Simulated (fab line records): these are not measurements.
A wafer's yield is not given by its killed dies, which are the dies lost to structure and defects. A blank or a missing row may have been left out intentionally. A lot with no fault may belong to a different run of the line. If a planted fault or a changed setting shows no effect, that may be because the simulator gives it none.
fab line records	flow gf180mcu
record lots=5	wafers=15	lastDay=34
route steps=602 shown M4@457 V4@476
lots untouched by any fault: they come from a run of this same line in which no faults occurred
startH: start of the lot's first displayed wafer, in hours after the record's first day	waitH: hours elapsed since this lot's preceding step	" same as the row above	L1.1+2: one row covering several wafers at once	- no value present, or no start provided	* or withheld: withheld	< > ~ a bound
route shown NAME@n: NAME is a module with steps in the file, n the number in the route of the first one	usual: average and standard deviation across the fault-free wafers	same: alike in all rows	chamber/n: place in a boat	sites: the reading at each site	_std_site: the standard deviation of these	_edge_site: mean of outer sites minus mean of inner sites	radiusMm: for every site, how far away it sits from the centre of the wafer	mask NAME#n: copy n	behind: the most recent tool/chamber to have shaped the wafer	hold: why the lot was held/for how many hours/how that ended	device: which transistor (n, p or np) failed to switch	end of line: at the end of the route, the tests of the same wafers	for a step that has no rows: nothing shown but its recipe	killed: dies lost to structure and defects at the first sort, not the wafer's yield	map: a wafer's dies, x killed, . not, _ none there
set.NAME: the setting that was run; set.NAME@STEP: the one run at that earlier step	model.NAME: the simulator's own value behind a step, which no gauge read
certain route steps with their lots: each step a table, each wafer a row
services: a tool's chamber out of use, with start hour (startH, from the record's first day; less than 0 if before it), hours out, and reason
## steps
# step GF_M4_SPUTTER_01
# recipe material=TiN	targetThkNm=30	powerW=6500	timeS=25	chamberPressurePa=0.4
# usual throttleValvePct=30.0/0.83
lot.wafer	tool	chamber	startH	waitH	throttleValvePct
L078.2	pvdSputter-02	-	548.11	0.1	30.3
L078.3	"	-	"	"	28.4
L078.4	"	-	"	"	30.6
L082.1	pvdSputter-02	-	582.92	0.1	30.9
L082.3	"	-	"	"	29.4
L082.4	"	-	"	"	28.4
L086.2	pvdSputter-02	-	620.85	0.1	29.4
L086.3	"	-	"	"	28.5
L086.5	"	-	"	"	30.6
L096.2	pvdSputter-03	-	685.81	0.1	29.7
L096.4	"	-	"	"	29.6
L096.5	"	-	"	"	29.7
L097.3	pvdSputter-01	-	692.00	0.1	30.1
L097.4	"	-	"	"	31.8
L097.5	"	-	"	"	30.6
# step GF_M4_SPUTTER_02
# recipe material=AlCu	targetThkNm=450	powerW=10600	timeS=23.9	chamberPressurePa=0.4
# usual throttleValvePct=30.0/0.81
lot.wafer	tool	chamber	startH	waitH	throttleValvePct
L078.2	pvdSputter-02	-	548.14	0.0	30.1
L078.3	"	-	"	"	28.6
L078.4	"	-	"	"	30.6
L082.1	pvdSputter-02	-	582.95	0.0	30.8
L082.3	"	-	"	"	29.5
L082.4	"	-	"	"	28.5
L086.2	pvdSputter-02	-	620.88	0.0	29.8
L086.3	"	-	"	"	28.5
L086.5	"	-	"	"	30.7
L096.2	pvdSputter-03	-	685.84	0.0	29.6
L096.4	"	-	"	"	29.6
L096.5	"	-	"	"	29.8
L097.3	pvdSputter-01	-	692.03	0.0	30.1
L097.4	"	-	"	"	32.0
L097.5	"	-	"	"	30.8
# step GF_M4_SPUTTER_03
# recipe material=Ti	targetThkNm=10	substrateTempC=300	chamberPressurePa=0.3	powerW=3000	timeS=6.7
# usual throttleValvePct=30.0/0.8
lot.wafer	tool	chamber	startH	waitH	throttleValvePct
L078.2	pvdSputter-02	-	548.17	0.0	30.3
L078.3	"	-	"	"	28.7
L078.4	"	-	"	"	30.5
L082.1	pvdSputter-02	-	582.98	0.0	30.4
L082.3	"	-	"	"	29.7
L082.4	"	-	"	"	28.6
L086.2	pvdSputter-02	-	620.91	0.0	29.8
L086.3	"	-	"	"	28.5
L086.5	"	-	"	"	30.8
L096.2	pvdSputter-03	-	685.87	0.0	29.6
L096.4	"	-	"	"	29.7
L096.5	"	-	"	"	30.1
L097.3	pvdSputter-01	-	692.06	0.0	30.5
L097.4	"	-	"	"	31.5
L097.5	"	-	"	"	31.1
# step GF_M4_SPUTTER_04
# recipe material=TiN	targetThkNm=50	powerW=6603	timeS=41.7	chamberPressurePa=0.4
# usual throttleValvePct=30.0/0.8
lot.wafer	tool	chamber	startH	waitH	throttleValvePct
L078.2	pvdSputter-02	-	548.19	0.0	30.0
L078.3	"	-	"	"	28.8
L078.4	"	-	"	"	30.5
L082.1	pvdSputter-02	-	583.00	0.0	30.6
L082.3	"	-	"	"	29.4
L082.4	"	-	"	"	28.6
L086.2	pvdSputter-02	-	620.93	0.0	29.6
L086.3	"	-	"	"	28.5
L086.5	"	-	"	"	30.8
L096.2	pvdSputter-03	-	685.89	0.0	29.5
L096.4	"	-	"	"	29.5
L096.5	"	-	"	"	29.9
L097.3	pvdSputter-01	-	692.08	0.0	30.0
L097.4	"	-	"	"	31.6
L097.5	"	-	"	"	30.7
# step GF_M4_RS_MEAS_05
# recipe thkMeasGauge=four-point-probe	reads=TiN_of_M4_SPUTTER_04+Ti_of_M4_SPUTTER_03+AlCu_of_M4_SPUTTER_02+TiN_of_M4_SPUTTER_01+Ti_of_M4_SPUTTER_00
# usual M4_ALCU_RS=0.0692/0.0008
lot.wafer	tool	chamber	startH	waitH	M4_ALCU_RS[ohm/sq]
L078.2	filmMetro-02	-	548.25	0.0	0.0707
L078.3	"	-	"	"	0.0707
L078.4	"	-	"	"	0.0699
L082.1	filmMetro-04	-	583.04	0.0	0.0688
L082.3	"	-	"	"	0.0694
L082.4	"	-	"	"	0.0698
L086.2	filmMetro-03	-	620.99	0.0	0.0691
L086.3	"	-	"	"	0.0689
L086.5	"	-	"	"	0.0680
L096.2	filmMetro-03	-	685.95	0.0	0.0698
L096.4	"	-	"	"	0.0702
L096.5	"	-	"	"	0.0691
L097.3	filmMetro-04	-	692.16	0.1	0.0691
L097.4	"	-	"	"	0.0692
L097.5	"	-	"	"	0.0691
# step GF_M4_THK_MEAS_06
# recipe thkMeasGauge=xrf	reads=AlCu_of_M4_SPUTTER_02
# usual M4_ALCU_THK=458/6.3
lot.wafer	tool	chamber	startH	waitH	M4_ALCU_THK[nm]
L078.2	filmMetro-02	-	548.36	0.1	450
L078.3	"	-	"	"	454
L078.4	"	-	"	"	455
L082.1	filmMetro-04	-	583.16	0.1	467
L082.3	"	-	"	"	464
L082.4	"	-	"	"	458
L086.2	filmMetro-03	-	621.10	0.1	456
L086.3	"	-	"	"	458
L086.5	"	-	"	"	463
L096.2	filmMetro-03	-	686.06	0.1	451
L096.4	"	-	"	"	445
L096.5	"	-	"	"	456
L097.3	filmMetro-04	-	692.26	0.1	462
L097.4	"	-	"	"	462
L097.5	"	-	"	"	460
# step GF_M4_DEHYDRATE_07
# recipe tempC=200	timeS=60
lot.wafer	tool	chamber	startH	waitH
L078.2+3+4	lithoTrack-02	0	558.69	10.3
L082.1+3+4	lithoTrack-02	0	593.62	10.4
L086.2+3+5	lithoTrack-01	0	629.52	8.4
L096.2+4+5	lithoTrack-04	0	694.96	8.9
L097.3+4+5	lithoTrack-01	0	701.54	9.3
# step GF_M4_HMDS_08
# recipe primeTimeS=60	primeTempC=120
lot.wafer	tool	chamber	startH	waitH
L078.2+3+4	lithoTrack-02	0	558.84	0.1
L082.1+3+4	lithoTrack-02	0	593.77	0.1
L086.2+3+5	lithoTrack-01	0	629.67	0.1
L096.2+4+5	lithoTrack-04	0	695.11	0.1
L097.3+4+5	lithoTrack-01	0	701.69	0.1
# step GF_M4_COAT_09
# recipe resist=KrF	spinRpm=withheld	resistThkNm=1000
lot.wafer	tool	chamber	startH	waitH
L078.2+3+4	lithoTrack-02	0	558.99	0.1
L082.1+3+4	lithoTrack-02	0	593.92	0.1
L086.2+3+5	lithoTrack-01	0	629.82	0.1
L096.2+4+5	lithoTrack-04	0	695.26	0.1
L097.3+4+5	lithoTrack-01	0	701.84	0.1
# step GF_M4_SOFTBAKE_10
# recipe tempC=130	timeS=60	resist=KrF
lot.wafer	tool	chamber	startH	waitH
L078.2+3+4	lithoTrack-02	0	559.14	0.1
L082.1+3+4	lithoTrack-02	0	594.07	0.1
L086.2+3+5	lithoTrack-01	0	629.97	0.1
L096.2+4+5	lithoTrack-04	0	695.41	0.1
L097.3+4+5	lithoTrack-01	0	701.99	0.1
# step GF_M4_EXPOSE_11
# recipe maskId=Metal4	targetCdNm=280	na=0.68	sourceShape=conventional	sigmaOuter=0.6	doseMj=28
# usual focusOffsetNm=0.0/0.53
lot.wafer	tool	chamber	startH	waitH	mask	focusOffsetNm
L078.2	krfScanner-02	0	-	-	Metal4#0	-0.5
L078.3	"	0	"	"	Metal4#0	0.4
L078.4	"	0	"	"	Metal4#0	0.3
L082.1	krfScanner-02	0	-	-	Metal4#0	0.1
L082.3	"	0	"	"	Metal4#0	0.1
L082.4	"	0	"	"	Metal4#0	0.5
L086.2	krfScanner-02	0	-	-	Metal4#0	-0.5
L086.3	"	0	"	"	Metal4#0	-0.4
L086.5	"	0	"	"	Metal4#0	-0.5
L096.2	krfScanner-01	0	-	-	Metal4#0	-0.1
L096.4	"	0	"	"	Metal4#0	-0.2
L096.5	"	0	"	"	Metal4#0	0.4
L097.3	krfScanner-02	0	-	-	Metal4#0	-0.1
L097.4	"	0	"	"	Metal4#0	0.3
L097.5	"	0	"	"	Metal4#0	-0.3
# step GF_M4_PEB_12
# recipe pebTempC=135	pebTimeS=90	resist=KrF
lot.wafer	tool	chamber	startH	waitH
L078.2+3+4	lithoTrack-02	0	-	-
L082.1+3+4	lithoTrack-01	0	-	-
L086.2+3+5	lithoTrack-01	0	-	-
L096.2+4+5	lithoTrack-01	0	-	-
L097.3+4+5	lithoTrack-01	0	-	-
# step GF_M4_DEVELOP_13
# recipe developTimeS=60	devTempC=21
# usual developerTempC=20.96/0.11
lot.wafer	tool	chamber	startH	waitH	developerTempC
L078.2	lithoTrack-02	0	570.49	0.2	21.05
L078.3	"	0	"	"	20.81
L078.4	"	0	"	"	20.86
L082.1	lithoTrack-01	0	604.00	0.2	20.81
L082.3	"	0	"	"	20.96
L082.4	"	0	"	"	20.91
L086.2	lithoTrack-01	0	640.27	0.2	21.09
L086.3	"	0	"	"	20.88
L086.5	"	0	"	"	21.11
L096.2	lithoTrack-01	0	704.17	0.2	20.94
L096.4	"	0	"	"	21.08
L096.5	"	0	"	"	20.98
L097.3	lithoTrack-01	0	710.14	0.1	21.06
L097.4	"	0	"	"	20.85
L097.5	"	0	"	"	20.90
# step GF_M4_CD_MEAS_14
# recipe targetCdNm=280
# usual cdNm=280.1/1.2
lot.wafer	tool	chamber	startH	waitH	cdNm
L078.2	cdSem-01	-	570.64	0.1	281.1
L078.3	"	-	"	"	281.1
L078.4	"	-	"	"	281.1
L082.1	cdSem-01	-	604.15	0.1	279.6
L082.3	"	-	"	"	279.4
L082.4	"	-	"	"	279.6
L086.2	cdSem-01	-	640.54	0.2	279.4
L086.3	"	-	"	"	279.2
L086.5	"	-	"	"	280.3
L096.2	cdSem-01	-	704.31	0.1	279.1
L096.4	"	-	"	"	279.0
L096.5	"	-	"	"	279.7
L097.3	cdSem-02	-	710.28	0.1	279.5
L097.4	"	-	"	"	279.2
L097.5	"	-	"	"	279.7
# step GF_M4_OVL_MEAS_15
# usual M4_OVL=0/5.1
lot.wafer	tool	chamber	startH	waitH	M4_OVL[nm]
L078.2	overlay-01	-	570.74	0.1	0
L078.3	"	-	"	"	5
L078.4	"	-	"	"	0
L082.1	overlay-01	-	604.27	0.1	7
L082.3	"	-	"	"	16
L082.4	"	-	"	"	10
L086.2	overlay-01	-	640.65	0.1	-3
L086.3	"	-	"	"	-3
L086.5	"	-	"	"	-3
L096.2	overlay-02	-	704.42	0.1	-2
L096.4	"	-	"	"	-3
L096.5	"	-	"	"	2
L097.3	overlay-02	-	710.38	0.1	-4
L097.4	"	-	"	"	-1
L097.5	"	-	"	"	4
# step GF_M4_METAL_ETCH_16
# recipe chemistry=Cl2/BCl3	maskMaterial=KrF	targetDepthNm=627.5	stopOn=SiO2	pressureMtorr=8	icpW=800	biasW=140	Cl2_flow_sccm=80	bcl3FlowSccm=40	timeS=104.6
# usual bcl3FlowSccm=39.99/0.13	drypumpMotorCurrentA=5.72/0.29	mfcCl2Sccm=79.99/0.26	oesProductAu=0.972/0.0064	throttleValvePct=28.250/0.01
lot.wafer	tool	chamber	startH	waitH	bcl3FlowSccm	drypumpMotorCurrentA	mfcCl2Sccm	oesProductAu	rfHoursCounterH	throttleValvePct
L078.2	rieMetal-03	0	570.77	0.0	40.22	5.94	80.17	0.964	8	28.256
L078.3	"	1	"	"	40.05	5.71	80.15	0.959	-	28.276
L078.4	"	0	"	"	40.14	5.94	80.40	0.968	-	28.255
L082.1	rieMetal-02	0	604.30	0.0	39.99	5.70	79.59	0.984	4	28.234
L082.3	"	0	"	"	40.02	5.68	79.65	0.973	-	28.262
L082.4	"	1	"	"	39.94	5.80	79.88	0.967	-	28.237
L086.2	rieMetal-03	1	640.68	0.0	40.02	5.72	79.98	0.970	11	28.238
L086.3	"	0	"	"	40.07	5.93	80.33	0.965	-	28.244
L086.5	"	1	"	"	39.93	5.72	79.98	0.980	-	28.246
L096.2	rieMetal-02	1	704.45	0.0	40.10	5.79	79.98	0.963	7	28.252
L096.4	"	0	"	"	40.07	5.69	80.16	0.972	-	28.254
L096.5	"	1	"	"	39.90	5.80	80.05	0.970	-	28.250
L097.3	rieMetal-02	1	710.44	0.1	40.07	5.81	80.50	0.973	-	28.243
L097.4	"	0	"	"	40.07	5.70	79.97	0.968	-	28.252
L097.5	"	0	"	"	39.94	5.71	79.88	0.965	-	28.259
# step GF_M4_STRIP_17
# recipe chemistry=O2/N2	powerW=1400	pressureMtorr=1500	platenTempC=250	o2FlowSccm=3000	n2FlowSccm=300	overashFraction=0.5
# usual drypumpMotorCurrentA=5.6/0.37	heaterPowerW=349/26	oesProductAu=0.559/0.0045	stripTimeToEndpointS=7.90/0.038
lot.wafer	tool	chamber	startH	waitH	drypumpMotorCurrentA	heaterPowerW	oesProductAu	rfHoursCounterH	stripTimeToEndpointS
L078.2	plasmaAsher-01	1	570.89	0.1	5.9	351	0.559	14	7.91
L078.3	"	0	"	"	4.8	338	0.564	-	7.98
L078.4	"	1	"	"	5.9	340	0.561	-	7.93
L082.1	plasmaAsher-04	0	604.41	0.1	5.8	344	0.556	95	7.84
L082.3	"	1	"	"	5.7	329	0.563	-	7.82
L082.4	"	0	"	"	5.8	350	0.557	-	7.83
L086.2	plasmaAsher-04	0	640.79	0.1	5.8	354	0.563	99	7.89
L086.3	"	1	"	"	5.8	331	0.560	-	7.84
L086.5	"	0	"	"	5.8	345	0.559	-	7.86
L096.2	plasmaAsher-02	1	704.56	0.1	5.5	352	0.556	60	7.89
L096.4	"	1	"	"	5.5	352	0.559	-	7.89
L096.5	"	1	"	"	5.5	343	0.559	-	7.92
L097.3	plasmaAsher-04	1	710.54	0.1	5.7	321	0.554	-	7.91
L097.4	"	0	"	"	5.8	351	0.564	-	7.91
L097.5	"	0	"	"	5.8	358	0.559	-	7.93
# step GF_M4_STRIP_18
# recipe chemistry=postEtchResidueRemover	timeS=1200	tempC=72.5
# usual bathGuardTempC=72.6/0.49
lot.wafer	tool	chamber	startH	waitH	bathGuardTempC
L078.2	wetBench-03	2	570.99	0.1	72.6
L078.3	"	2	"	"	72.3
L078.4	"	2	"	"	72.9
L082.1	wetBench-03	0	604.51	0.1	73.0
L082.3	"	0	"	"	72.9
L082.4	"	0	"	"	72.9
L086.2	wetBench-03	2	640.89	0.1	72.4
L086.3	"	2	"	"	72.9
L086.5	"	2	"	"	72.5
L096.2	wetBench-01	1	704.66	0.1	73.1
L096.4	"	1	"	"	73.3
L096.5	"	1	"	"	73.2
L097.3	wetBench-01	1	710.61	0.0	72.8
L097.4	"	1	"	"	73.2
L097.5	"	1	"	"	72.9
# step GF_M4_CLEAN_19
# recipe chemistry=DIW	dry=n2Spin
lot.wafer	tool	chamber	startH	waitH
L078.2+3+4	wetBench-02	1	571.73	0.0
L082.1+3+4	wetBench-01	2	604.85	0.0
L086.2+3+5	wetBench-01	3	641.23	0.0
L096.2+4+5	wetBench-03	3	705.00	0.0
L097.3+4+5	wetBench-03	2	710.95	0.0
# step GF_V4_CVD_00
# recipe material=SiO2	targetThkNm=600	sigmaOpenFrac=0.3	tempC=400	timeS=100	sih4FlowSccm=58.56	pressureMtorr=6
lot.wafer	tool	chamber	startH	waitH
L078.2+3+4	hdpcvd-01	1,2,1	571.82	0.0
L082.1+3+4	hdpcvd-01	2,1,2	604.95	0.0
L086.2+3+5	hdpcvd-01	1,0,1	641.32	0.0
L096.2+4+5	hdpcvd-02	1,0,2	705.10	0.0
L097.3+4+5	hdpcvd-02	0,0,1	711.04	0.0
# step GF_V4_THK_MEAS_01
# recipe reads=SiO2_of_V4_CVD_00
# usual V4_CVD_00_THK=584/8.3
lot.wafer	tool	chamber	startH	waitH	V4_CVD_00_THK[nm]
L078.2	filmMetro-01	-	571.91	0.0	584
L078.3	"	-	"	"	587
L078.4	"	-	"	"	587
L082.1	filmMetro-01	-	605.02	0.0	596
L082.3	"	-	"	"	601
L082.4	"	-	"	"	605
L086.2	filmMetro-01	-	641.41	0.0	588
L086.3	"	-	"	"	584
L086.5	"	-	"	"	587
L096.2	filmMetro-04	-	705.18	0.0	593
L096.4	"	-	"	"	596
L096.5	"	-	"	"	581
L097.3	filmMetro-01	-	711.14	0.1	592
L097.4	"	-	"	"	592
L097.5	"	-	"	"	591
# step GF_V4_CVD_02
# recipe material=SiO2	targetThkNm=850	precursor=TEOS	tempC=400	timeS=94.851	rfW=600
# usual heaterPowerOuterW=391/54	heaterPowerW=675/74
lot.wafer	tool	chamber	startH	waitH	heaterPowerOuterW	heaterPowerW
L078.2	pecvd-01	2	571.96	0.0	386	698
L078.3	"	1	"	"	367	639
L078.4	"	2	"	"	415	756
L082.1	pecvd-03	0	605.08	0.1	468	775
L082.3	"	2	"	"	351	646
L082.4	"	1	"	"	450	742
L086.2	pecvd-01	0	641.46	0.0	288	511
L086.3	"	2	"	"	376	724
L086.5	"	1	"	"	417	713
L096.2	pecvd-01	1	705.23	0.0	417	704
L096.4	"	0	"	"	264	468
L096.5	"	1	"	"	432	735
L097.3	pecvd-01	2	711.18	0.0	375	725
L097.4	"	2	"	"	402	759
L097.5	"	1	"	"	335	600
# step GF_V4_THK_MEAS_03
# recipe reads=SiO2_of_V4_CVD_02
# usual V4_CVD_02_THK=849/12
lot.wafer	tool	chamber	startH	waitH	V4_CVD_02_THK[nm]
L078.2	filmMetro-01	-	572.03	0.0	855
L078.3	"	-	"	"	841
L078.4	"	-	"	"	856
L082.1	filmMetro-01	-	605.15	0.0	842
L082.3	"	-	"	"	835
L082.4	"	-	"	"	847
L086.2	filmMetro-02	-	641.53	0.0	848
L086.3	"	-	"	"	841
L086.5	"	-	"	"	861
L096.2	filmMetro-01	-	705.31	0.0	821
L096.4	"	-	"	"	843
L096.5	"	-	"	"	841
L097.3	filmMetro-01	-	711.27	0.1	849
L097.4	"	-	"	"	851
L097.5	"	-	"	"	861
# step GF_V4_CMP_04
# recipe material=SiO2	downForcePsi=4	platenRpm=60	padVelocityMS=0.94248
# usual motorCurrentA=12.4/1.3	timeToEndpointS=81/5.2
lot.wafer	tool	chamber	startH	waitH	motorCurrentA	timeToEndpointS
L078.2	cmp-01	1	572.13	0.1	11.9	85
L078.4	"	2	"	"	11.0	90
L078.3	"	3	"	"	12.7	79
L082.3	cmp-01	1	605.32	0.1	11.7	76
L082.4	"	2	"	"	10.8	83
L082.1	"	3	"	"	11.8	76
L086.2	cmp-02	3	641.58	0.0	10.4	82
L086.3	"	1	"	"	11.6	78
L086.5	"	3	"	"	11.0	85
L096.2	cmp-01	3	705.36	0.0	11.7	69
L096.4	"	1	"	"	11.9	75
L096.5	"	3	"	"	12.4	76
L097.4	cmp-01	1	711.38	0.1	11.6	80
L097.3	"	2	"	"	11.4	85
L097.5	"	0	"	"	14.1	84
# step GF_V4_BOW_MEAS_05
# recipe mode=bow
# usual V4_BOW=133/8.2
lot.wafer	tool	chamber	startH	waitH	V4_BOW[um]
L078.2	filmMetro-02	-	572.40	0.2	132
L078.3	"	-	"	"	147
L078.4	"	-	"	"	133
L082.1	filmMetro-04	-	605.62	0.1	123
L082.3	"	-	"	"	127
L082.4	"	-	"	"	122
L086.2	filmMetro-04	-	641.90	0.3	128
L086.3	"	-	"	"	130
L086.5	"	-	"	"	127
L096.2	filmMetro-04	-	705.68	0.3	131
L096.4	"	-	"	"	134
L096.5	"	-	"	"	128
L097.3	filmMetro-01	-	711.67	0.2	134
L097.4	"	-	"	"	139
L097.5	"	-	"	"	130
# step GF_V4_DEHYDRATE_06
# recipe tempC=200	timeS=60
lot.wafer	tool	chamber	startH	waitH
L078.2+3+4	lithoTrack-04	0	582.21	9.8
L082.1+3+4	lithoTrack-03	0	615.86	10.2
L086.2+3+5	lithoTrack-03	0	651.08	9.2
L096.2+4+5	lithoTrack-04	0	714.16	8.5
L097.3+4+5	lithoTrack-02	0	720.72	9.0
# step GF_V4_HMDS_07
# recipe primeTimeS=60	primeTempC=120
lot.wafer	tool	chamber	startH	waitH
L078.2+3+4	lithoTrack-04	0	582.36	0.1
L082.1+3+4	lithoTrack-03	0	616.01	0.1
L086.2+3+5	lithoTrack-03	0	651.23	0.1
L096.2+4+5	lithoTrack-04	0	714.31	0.1
L097.3+4+5	lithoTrack-02	0	720.87	0.1
# step GF_V4_COAT_08
# recipe resist=BARC	tempC=withheld	timeS=withheld	spinRpm=withheld	resistThkNm=withheld
lot.wafer	tool	chamber	startH	waitH
L078.2+3+4	lithoTrack-04	0	582.51	0.1
L082.1+3+4	lithoTrack-03	0	616.16	0.1
L086.2+3+5	lithoTrack-03	0	651.38	0.1
L096.2+4+5	lithoTrack-04	0	714.46	0.1
L097.3+4+5	lithoTrack-02	0	721.02	0.1
# step GF_V4_COAT_09
# recipe resist=KrF	spinRpm=withheld	resistThkNm=1000
lot.wafer	tool	chamber	startH	waitH
L078.2+3+4	lithoTrack-04	0	-	-
L082.1+3+4	lithoTrack-03	0	-	-
L086.2+3+5	lithoTrack-03	0	-	-
L096.2+4+5	lithoTrack-04	0	-	-
L097.3+4+5	lithoTrack-02	0	-	-
# step GF_V4_SOFTBAKE_10
# recipe tempC=130	timeS=60	resist=KrF
lot.wafer	tool	chamber	startH	waitH
L078.2+3+4	lithoTrack-04	0	-	-
L082.1+3+4	lithoTrack-03	0	-	-
L086.2+3+5	lithoTrack-03	0	-	-
L096.2+4+5	lithoTrack-04	0	-	-
L097.3+4+5	lithoTrack-02	0	-	-
# step GF_V4_EXPOSE_11
# recipe maskId=Via4	targetCdNm=260	na=0.68	sourceShape=conventional	sigmaOuter=0.6	doseMj=38
# usual focusOffsetNm=-0.1/0.56
lot.wafer	tool	chamber	startH	waitH	mask	focusOffsetNm
L078.2	krfScanner-01	0	-	-	Via4#0	-0.4
L078.3	"	0	"	"	Via4#0	-0.8
L078.4	"	0	"	"	Via4#0	0.4
L082.1	krfScanner-01	0	-	-	Via4#0	0.4
L082.3	"	0	"	"	Via4#0	0.5
L082.4	"	0	"	"	Via4#0	-1.0
L086.2	krfScanner-02	0	-	-	Via4#0	-0.7
L086.3	"	0	"	"	Via4#0	-0.2
L086.5	"	0	"	"	Via4#0	0.8
L096.2	krfScanner-02	0	-	-	Via4#0	0.6
L096.4	"	0	"	"	Via4#0	-0.1
L096.5	"	0	"	"	Via4#0	1.0
L097.3	krfScanner-01	0	-	-	Via4#0	0.0
L097.4	"	0	"	"	Via4#0	-0.4
L097.5	"	0	"	"	Via4#0	-0.3
# step GF_V4_PEB_12
# recipe pebTempC=135	pebTimeS=91.4	resist=KrF
# usual plateSensorTCentreC=136.13/0.0093	plateSensorTEdgeC=136.29/0.0089
lot.wafer	tool	chamber	startH	waitH	plateSensorTCentreC	plateSensorTEdgeC
L078.2	lithoTrack-04	0	-	-	136.13	136.3
L078.3	"	0	"	"	136.13	136.28
L078.4	"	0	"	"	136.12	136.29
L082.1	lithoTrack-02	0	-	-	136.13	136.29
L082.3	"	0	"	"	136.13	136.29
L082.4	"	0	"	"	136.14	136.3
L086.2	lithoTrack-03	0	-	-	136.13	136.3
L086.3	"	0	"	"	136.11	136.29
L086.5	"	0	"	"	136.14	136.29
L096.2	lithoTrack-03	0	-	-	136.15	136.3
L096.4	"	0	"	"	136.13	136.31
L096.5	"	0	"	"	136.12	136.28
L097.3	lithoTrack-04	0	-	-	136.15	136.28
L097.4	"	0	"	"	136.12	136.3
L097.5	"	0	"	"	136.15	136.28
# step GF_V4_DEVELOP_13
# recipe developTimeS=60	resist=KrF	devTempC=21
# usual developerTempC=20.98/0.12
lot.wafer	tool	chamber	startH	waitH	developerTempC
L078.2	lithoTrack-04	0	593.76	0.2	21.09
L078.3	"	0	"	"	21.13
L078.4	"	0	"	"	21.26
L082.1	lithoTrack-02	0	626.07	0.2	20.64
L082.3	"	0	"	"	21.04
L082.4	"	0	"	"	20.69
L086.2	lithoTrack-03	0	661.98	0.2	20.87
L086.3	"	0	"	"	20.84
L086.5	"	0	"	"	20.77
L096.2	lithoTrack-03	0	724.18	0.2	20.98
L096.4	"	0	"	"	21.09
L096.5	"	0	"	"	21.00
L097.3	lithoTrack-04	0	729.63	0.1	21.21
L097.4	"	0	"	"	20.99
L097.5	"	0	"	"	21.14
# step GF_V4_CD_MEAS_14
# recipe targetCdNm=260
# usual cdNm=260.2/1.2
lot.wafer	tool	chamber	startH	waitH	cdNm
L078.2	cdSem-01	-	593.90	0.1	261.0
L078.3	"	-	"	"	262.2
L078.4	"	-	"	"	262.2
L082.1	cdSem-02	-	626.22	0.1	261.1
L082.3	"	-	"	"	260.7
L082.4	"	-	"	"	260.2
L086.2	cdSem-01	-	662.13	0.1	261.8
L086.3	"	-	"	"	260.5
L086.5	"	-	"	"	260.8
L096.2	cdSem-01	-	724.33	0.1	261.4
L096.4	"	-	"	"	261.3
L096.5	"	-	"	"	261.3
L097.3	cdSem-02	-	729.77	0.1	259.0
L097.4	"	-	"	"	259.0
L097.5	"	-	"	"	259.5
## services
tool	chamber	startH	hours	kind
krfScanner-02	-	527.86	1.0	pm
krfScanner-02	-	533.80	3.8	repair
krfScanner-01	-	537.55	1.3	pm
hdpcvd-01	-	539.25	15.0	pm
krfScanner-01	-	548.91	0.8	pm
cmp-01	-	553.75	0.6	repair
plasmaAsher-04	-	561.60	0.8	repair
wetBench-01	-	565.39	3.4	repair
krfScanner-01	-	566.82	4.0	pm
cmp-01	-	573.41	4.0	pm
wetBench-01	-	588.46	0.5	repair
pecvd-01	-	591.12	14.0	pm
krfScanner-01	-	595.82	0.7	repair
krfScanner-02	-	596.54	0.8	pm
pvdSputter-01	-	606.38	8.8	repair
krfScanner-02	-	619.12	1.3	pm
pvdSputter-03	-	634.71	5.6	repair
krfScanner-02	-	656.54	0.8	pm
krfScanner-02	-	657.94	2.6	repair
krfScanner-01	-	679.03	1.0	pm
krfScanner-02	-	696.86	1.0	pm
krfScanner-01	-	710.70	1.3	pm
krfScanner-01	-	717.71	0.8	pm
pvdSputter-02	-	726.46	3.6	repair
## key
fault none
